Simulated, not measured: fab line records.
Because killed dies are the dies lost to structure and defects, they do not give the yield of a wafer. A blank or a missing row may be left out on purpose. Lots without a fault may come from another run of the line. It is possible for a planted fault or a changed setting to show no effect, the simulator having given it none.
Which tool is to blame?    flow gf180mcu    13 lots with 39 wafers sampled at 5 steps, on a route of 602 steps

WHAT THE GAUGES READ, wafer by wafer
GF_LVPWELL_TW_MEAS_11. Usual: LVPWELL_TW gives 558 (standard deviation 5.9).
lot   measured     on             LVPWELL_TW   flag
L780  day 3 21:03  film_metro-01  555 554 552  
L781  day 4 00:56  film_metro-01  551 548 549  
L783  day 4 15:40  film_metro-01  551 552 550  
L786  day 5 06:25  film_metro-02  557 556 556  
L787  day 5 12:17  film_metro-04  562 560 561  
L788  day 5 19:42  film_metro-02  556 557 559  
L789  day 6 01:30  film_metro-01  552 551 550  
L792  day 6 17:20  film_metro-02  553 553 553  
L793  day 6 23:07  film_metro-04  567 568 567  
L796  day 7 15:15  film_metro-02  562 557 558  
L797  day 7 21:44  film_metro-04  566 565 563  
L799  day 8 08:58  film_metro-04  564 564 564  
L801  day 8 18:56  film_metro-04  559 565 563  

GF_VT_IMPLANT_RS_MEAS_46: measurement is done with a four-point probe. Usual: MVSD_RS gives 457.4 ohm/sq (standard deviation 1.3).
lot   measured      on             MVSD_RS (ohm/sq)   flag
L780  day 7 13:10   film_metro-04  456.8 456.7 456.8  
L781  day 7 19:41   film_metro-04  456.8 457.8 457.1  
L783  day 8 12:39   film_metro-02  460.3 459.8 461.2  
L786  day 9 06:27   film_metro-04  456.3 455.9 456.7  
L787  day 9 12:14   film_metro-02  458.2 460.0 458.4  
L788  day 9 19:29   film_metro-04  457.7 458.0 457.1  
L789  day 10 02:56  film_metro-02  447.5 446.5 445.7  OFF
L792  day 10 21:11  film_metro-04  457.6 458.4 458.3  
L793  day 11 04:43  film_metro-01  447.3 445.7 445.2  OFF
L796  day 11 23:43  film_metro-02  456.4 456.0 456.9  
L797  day 12 06:56  film_metro-02  460.0 458.0 458.5  
L799  day 12 19:27  film_metro-04  457.6 456.1 455.8  
L801  day 13 08:58  film_metro-01  456.7 454.8 454.5  

GF_VT_IMPLANT_RS_MEAS_49: measurement is done with a four-point probe. Usual: MVPSD_RS gives 1170 ohm/sq (standard deviation 3.5).
lot   measured      on             MVPSD_RS (ohm/sq)  flag
L780  day 7 13:32   film_metro-04  1170 1166 1166     
L781  day 7 20:02   film_metro-04  1171 1170 1167     
L783  day 8 13:01   film_metro-02  1180 1184 1179     OFF
L786  day 9 06:49   film_metro-04  1162 1165 1164     
L787  day 9 12:35   film_metro-02  1175 1173 1171     
L788  day 9 19:50   film_metro-04  1168 1172 1169     
L789  day 10 03:18  film_metro-02  1167 1166 1164     
L792  day 10 21:32  film_metro-04  1172 1168 1169     
L793  day 11 05:05  film_metro-01  1168 1169 1168     
L796  day 12 00:05  film_metro-02  1167 1170 1171     
L797  day 12 07:17  film_metro-02  1171 1171 1172     
L799  day 12 19:49  film_metro-04  1166 1171 1171     
L801  day 13 09:20  film_metro-01  1167 1168 1169     

EACH LOT AND THE TOOL THAT RAN IT (in order: tool; ch and the chambers of the sampled wafers; start)
lot   GF_LVPWELL_STRIP_10                  GF_MVSD_IMPLANT_08
L780  plasma_asher-02 ch 0,1, day 3 20:57  implanter-01 ch 0, day 4 10:17
L781  plasma_asher-01 ch 0,1, day 4 00:51  implanter-03 ch 0, day 4 14:28
L783  plasma_asher-04 ch 0,1, day 4 15:35  implanter-01 ch 0, day 5 05:50
L786  plasma_asher-01 ch 0, day 5 06:19    implanter-01 ch 0, day 5 21:00
L787  plasma_asher-02 ch 0,1, day 5 12:10  implanter-04 ch 0, day 6 03:14
L788  plasma_asher-04 ch 0,1, day 5 19:37  implanter-01 ch 0, day 6 10:18
L789  plasma_asher-04 ch 0,1, day 6 01:25  implanter-01 ch 0, day 6 16:03
L792  plasma_asher-02 ch 0, day 6 17:14    implanter-03 ch 0, day 7 09:08
L793  plasma_asher-02 ch 0,1, day 6 23:01  implanter-01 ch 0, day 7 14:41
L796  plasma_asher-04 ch 0,1, day 7 15:10  implanter-04 ch 0, day 8 07:23
L797  plasma_asher-02 ch 0,1, day 7 21:38  implanter-03 ch 0, day 8 14:25
L799  plasma_asher-04 ch 0,1, day 8 08:52  implanter-03 ch 0, day 9 01:30
L801  plasma_asher-01 ch 0,1, day 8 18:49  implanter-03 ch 0, day 9 11:10
- GF_LVPWELL_STRIP_10: strips in O2/N2.
- GF_MVSD_IMPLANT_08

AS READ BY THE TOOLS THEMSELVES (means over the sampled wafers that have a number; for cases with no such wafer, the mark the record gives instead)
GF_LVPWELL_STRIP_10. Usual: drypump_motor_current_A 5.6 A, standard deviation 0.48; heater_power_w 349 W, standard deviation 24; oes_product_au 0.722 a.u., standard deviation 0.0046; strip_time_to_endpoint_s 36.93 s, standard deviation 0.11.
lot   tool             drypump_motor_current_A (A)  heater_power_w (W)  oes_product_au (a.u.)  strip_time_to_endpoint_s (s)  flag
L780  plasma_asher-02  6.0                          354                 0.722                  36.93                         
L781  plasma_asher-01  5.6                          321                 0.721                  36.98                         
L783  plasma_asher-04  5.1                          356                 0.724                  36.97                         
L786  plasma_asher-01  5.3                          325                 0.723                  37.03                         
L787  plasma_asher-02  5.8                          350                 0.720                  36.83                         
L788  plasma_asher-04  5.4                          375                 0.720                  37.10                         
L789  plasma_asher-04  5.4                          376                 0.725                  36.87                         
L792  plasma_asher-02  6.2                          345                 0.722                  36.83                         
L793  plasma_asher-02  5.8                          355                 0.722                  36.75                         
L796  plasma_asher-04  5.1                          351                 0.727                  37.00                         
L797  plasma_asher-02  6.0                          343                 0.721                  36.77                         
L799  plasma_asher-04  5.1                          351                 0.719                  36.95                         
L801  plasma_asher-01  5.8                          331                 0.723                  36.82                         

GF_MVSD_IMPLANT_08. Usual: dose_ions_cm2 1.5993e+13, standard deviation 1.6e+10; end_station_pressure_torr 5.04e-06 Torr, standard deviation 2.7e-07.
lot   tool          dose_ions_cm2  end_station_pressure_torr (Torr)  flag
L780  implanter-01  1.5989e+13     5.04e-06                          
L781  implanter-03  1.5998e+13     5.06e-06                          
L783  implanter-01  1.5999e+13     5.22e-06                          
L786  implanter-01  1.5971e+13     5.02e-06                          
L787  implanter-04  1.5994e+13     5.13e-06                          
L788  implanter-01  1.5995e+13     5.16e-06                          
L789  implanter-01  1.6777e+13     5.05e-06                          OFF
L792  implanter-03  1.6003e+13     5.11e-06                          
L793  implanter-01  1.6751e+13     4.95e-06                          OFF
L796  implanter-04  1.5981e+13     5.02e-06                          
L797  implanter-03  1.5982e+13     5.31e-06                          
L799  implanter-03  1.5977e+13     4.81e-06                          
L801  implanter-03  1.5993e+13     5.01e-06                          

THE ANSWER, worked out from the rows above alone
Rule: take the mean of a lot's wafers that have a number; if it is more than 3 standard deviations from the usual mean, the lot is off. Also off: a lot with no number at a reading for which 4 or more lots have one. All remaining lots with rows at the step are treated as sound. The gauges are gone through in route order, then the tools' own readings, and for those a lot's mean is taken as printed above. The first step at which some lot is off is used, and at that step the reading that is off furthest; a lot without a number counts as furthest.
Off: L789, L793, at GF_VT_IMPLANT_RS_MEAS_46 (MVSD_RS).
If a tool, at a process step before that reading, ran all the lots that are off and no sound lot after the first of them, it fits. Not tried: the gauges at GF_VT_IMPLANT_RS_MEAS_46; whatever is off there is also off at GF_MVSD_IMPLANT_08, on other tools, and gauge error can't account for it. One candidate fits, namely implanter-01 at GF_MVSD_IMPLANT_08. A fault onset in the window from L788 (day 6 10:18, its last sound lot) to L789 (day 6 16:03, its first lot off) fits.
On the lots that are off, the tool's own readings at GF_MVSD_IMPLANT_08 differ by more than 5 times the standard deviation of the sound lots' means, which bears it out; dose_ions_cm2 reads 1.6764e+13 there versus 1.5989e+13 on the sound lots.

WHAT THE SIMULATOR PUT IN
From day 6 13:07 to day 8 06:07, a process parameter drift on implanter-01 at GF_MVSD_IMPLANT_08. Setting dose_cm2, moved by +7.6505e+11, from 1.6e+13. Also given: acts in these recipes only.
Shown lots that were struck: L789, L793. The rule above found the same.
